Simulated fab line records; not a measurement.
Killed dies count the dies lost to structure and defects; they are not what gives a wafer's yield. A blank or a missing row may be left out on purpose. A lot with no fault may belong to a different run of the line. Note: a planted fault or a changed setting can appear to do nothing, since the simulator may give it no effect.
What tool caused it? ; flow gf180mcu ; 45 wafers from 15 lots sampled at 2 of the route's 602 steps

## WHAT THE GAUGES SHOWED, per wafer
GF_V4_OVL_MEAS_15.
lot;measured;on;V4_OVL (nm)
L597;day 24 09:01;overlay-02;-1 -4 3
L598;day 24 15:32;overlay-02;10 -2 3
L601;day 25 19:37;overlay-02;2 -1 -5
L602;day 26 05:01;overlay-01;16 6 12
L603;day 26 12:58;overlay-01;3 2 0
L604;day 26 20:56;overlay-02;0 -7 -10
L605;day 27 15:22;overlay-02;-3 6 1
L606;day 27 18:57;overlay-02;6 7 0
L607;day 27 19:40;overlay-02;-7 3 0
L608;day 28 11:31;overlay-01;-2 7 2
L609;day 28 13:13;overlay-01;1 6 2
L611;day 29 05:01;overlay-02;-5 0 -11
L617;day 30 13:00;overlay-01;-8 -8 -8
L616;day 30 14:22;overlay-01;-7 -4 0
L618;day 30 21:33;overlay-01;-2 1 2

GF_V4_RS_MEAS_24: the measuring method here is four-point-probe.
lot;measured;on;V4_W_RS (ohm/sq)
L597;day 24 09:56;film_metro-02;0.328 0.325 0.322
L598;day 24 16:27;film_metro-04;0.326 0.326 0.327
L601;day 25 20:52;film_metro-02;0.323 0.327 0.324
L602;day 26 05:59;film_metro-02;0.330 0.329 0.327
L603;day 26 14:00;film_metro-03;0.327 0.325 0.324
L604;day 26 21:52;film_metro-02;0.324 0.328 0.326
L605;day 27 16:19;film_metro-04;0.327 0.319 0.325
L606;day 27 19:53;film_metro-02;0.325 0.335 0.325
L607;day 27 20:35;film_metro-03;0.324 0.325 0.328
L608;day 28 12:29;film_metro-03;0.334 0.320 0.331
L609;day 28 14:11;film_metro-02;0.321 0.319 0.327
L611;day 29 05:59;film_metro-02;0.323 0.320 0.323
L617;day 30 13:55;film_metro-03;0.326 0.329 0.331
L616;day 30 15:19;film_metro-02;0.328 0.319 0.323
L618;day 30 22:28;film_metro-02;0.324 0.328 0.331

## WHICH TOOL RAN EACH LOT (tool, then ch and the chambers of the sampled wafers, then the start)
Record: no process step prior to these readings.

## AS READ BY THE TOOLS THEMSELVES (means over the sampled wafers that have a number; for cases with no such wafer, the mark the record gives instead)
The record holds no such reading with a usual standard deviation.

## THE ANSWER, worked out from the rows above alone
Rule: the lots themselves supply what counts as usual. The widest of any qualifying gaps counts: lots, ordered by their means at a reading, are off when they make up no more than a third of the lots, leave a main group of 4 or more, and stand apart from it by 3 or more times the standard deviation of that group's means. Not used: any main group whose means are identical at the precision the tables above print for the reading. Also off: a lot with no number at a reading for which 4 or more lots have one. The other lots that the step has rows for count as sound. After the gauges, taken in route order, come the tools' own readings; for these a lot's mean is taken, as printed above. At the first step where some lot is off, the reading lying furthest off is the one used; lots without a number count as furthest.
No lot is off at any reading shown: from this, nothing can be told.

## WHAT THE SIMULATOR HAD PUT IN
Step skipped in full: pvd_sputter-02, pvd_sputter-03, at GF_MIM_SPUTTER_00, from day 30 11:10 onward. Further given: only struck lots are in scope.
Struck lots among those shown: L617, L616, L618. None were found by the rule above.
